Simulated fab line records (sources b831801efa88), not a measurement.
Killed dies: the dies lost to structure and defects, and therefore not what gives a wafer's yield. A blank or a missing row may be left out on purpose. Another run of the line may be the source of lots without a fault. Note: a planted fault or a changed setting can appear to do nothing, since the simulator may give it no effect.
Problem report in the 8D (eight disciplines) form, filled by code	flow sky130	the parts of the form that need people (team, actions taken, sign-off) are left out

## 1. THE ISSUE
Mean of oes-product-au at SKY_VIA3_ETCH_14: 0.959 a.u. across 3 wafers in 3 lots; on wafers with no fault it is 0.855 a.u. (standard deviation 0.0047). That puts it +22 standard deviations away from the usual mean.
The step: etches BARC in N2/H2, stops on SiO2, time 45.9 s, target depth 60 nm.
First observed at day 45 03:02: wafer L457.1, on rie-diel-04. The record holds 30 wafers of 11 lots with a number at this step. The rule behind "out" and "out of limits": a value lying over 4 standard deviations away from the usual mean. Any other wafer with a number is counted as sound.

## 2. WHAT IT IS AND WHAT IT IS NOT
question	is	is not
which readings at this step	oes-product-au, run-length-s	drypump-motor-current-A, throttle-valve-pct
which lots	L457, L458, L459	L438, L442, L444, L446, L448, L450, L460, L461
which wafers of those lots	L457.1, L458.1, L459.1	L457.3, L458.2, L459.2
read on which tools	rie-diel-04	rie-diel-01, rie-diel-03
when	from day 45 03:02	up to then (19 sound wafers); but 8 sound wafers of L458, L459, L460, L461 came after

## 3. WHAT RULES OUT EACH SUSPECT
Counting: any tool at a process step up to the reading remains a suspect provided it ran every lot that is out. Sound lots after the first of them don't rule it out here, since some wafers of a struck lot are sound.
- rie-diel-04 at SKY_VIA3_ETCH_14 (etches BARC in N2/H2, stops on SiO2, time 45.9 s, target depth 60 nm): kept. Ran every lot that is out, first one L457 (day 45 03:02); last sound lot up to then L442 (day 41 19:34). Out on those wafers are its own readings of oes-product-au, run-length-s.
The count leaves rie-diel-04 at SKY_VIA3_ETCH_14.

## 4. THE CAUSE (what the simulator had put in)
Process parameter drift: rie-diel-04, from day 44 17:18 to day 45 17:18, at SKY_VIA3_ETCH_14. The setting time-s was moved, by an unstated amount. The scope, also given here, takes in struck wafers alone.
The count eliminated every tool but this one.

## 5. THE CHAIN OF EFFECTS, in route order
Each row: a reading where the mean over the struck wafers with a number is more than 3 standard deviations away from the usual. Only readings for which the record gives a usual standard deviation are gone through. hours: the time from each lot's start at the first step in this table that gives one to its start at this step, as a median over the lots. sigmas: the change in usual standard deviations.
hours	step	reading	usual	on struck wafers	change	sigmas
0	SKY_VIA3_ETCH_14	oes-product-au	0.855 a.u.	0.959	+0.104	+22
0	SKY_VIA3_ETCH_14	run-length-s	74.2 s	68.7	-5.5	-12
0	SKY_VIA3_STRIP_16	strip-time-to-endpoint-s	4.141 s	4.235	+0.094	+3.8
The process steps in it:
- SKY_VIA3_ETCH_14: etches BARC in N2/H2, stops on SiO2, time 45.9 s, target depth 60 nm.
- SKY_VIA3_STRIP_16: strips in O2/N2.

## 6. WHAT WOULD HAVE CAUGHT IT SOONER
10 hours passed between the start of the fault at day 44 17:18 and the first reading out of limits in this record, taken at day 45 03:02.
